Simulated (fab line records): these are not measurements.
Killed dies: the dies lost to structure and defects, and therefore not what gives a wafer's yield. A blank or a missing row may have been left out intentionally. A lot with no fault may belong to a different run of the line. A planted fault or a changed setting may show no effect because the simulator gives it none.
Which tool is to blame? | flow gf180mcu | at 1 step of a route of 602, 6 lots with 18 wafers sampled

## WHAT EACH GAUGE READ, for each wafer
GF_M2_CD_MEAS_14: target cd 280 nm.
lot  | measured     | on       | cdNm (nm)
L719 | day 19 11:59 | cdSem-02 | 279.9 279.8 279.2
L721 | day 20 13:47 | cdSem-02 | 281.0 281.6 282.2
L722 | day 21 05:40 | cdSem-01 | 280.2 279.6 280.6
L725 | day 21 22:54 | cdSem-01 | 280.3 281.7 281.4
L734 | day 25 00:10 | cdSem-02 | 279.9 280.0 279.6
L739 | day 26 12:58 | cdSem-01 | 280.1 280.1 281.0

## WHICH TOOL RAN EACH LOT (tool, then ch and the chambers of the sampled wafers, then the start)
There is no process step in the record ahead of these readings.

## THE ANSWER, worked out from the rows above alone
Rule: usual is defined by the lots themselves. Put in order of their means at a reading, lots are off if they are a third of the lots or fewer, leave a main group of 4 or more, and stand apart from it by a gap of 3 or more times the standard deviation of the main group's means; of several such gaps the widest counts. A main group whose means are all the same, to the digits that the tables above print for the reading, isn't used. Also off: a lot with no number at a reading for which 4 or more lots have one. Any other lot the step has rows for is counted as sound.
No lot is off on any of the readings shown, so nothing can be concluded from this.

## WHAT WAS PUT IN BY THE SIMULATOR
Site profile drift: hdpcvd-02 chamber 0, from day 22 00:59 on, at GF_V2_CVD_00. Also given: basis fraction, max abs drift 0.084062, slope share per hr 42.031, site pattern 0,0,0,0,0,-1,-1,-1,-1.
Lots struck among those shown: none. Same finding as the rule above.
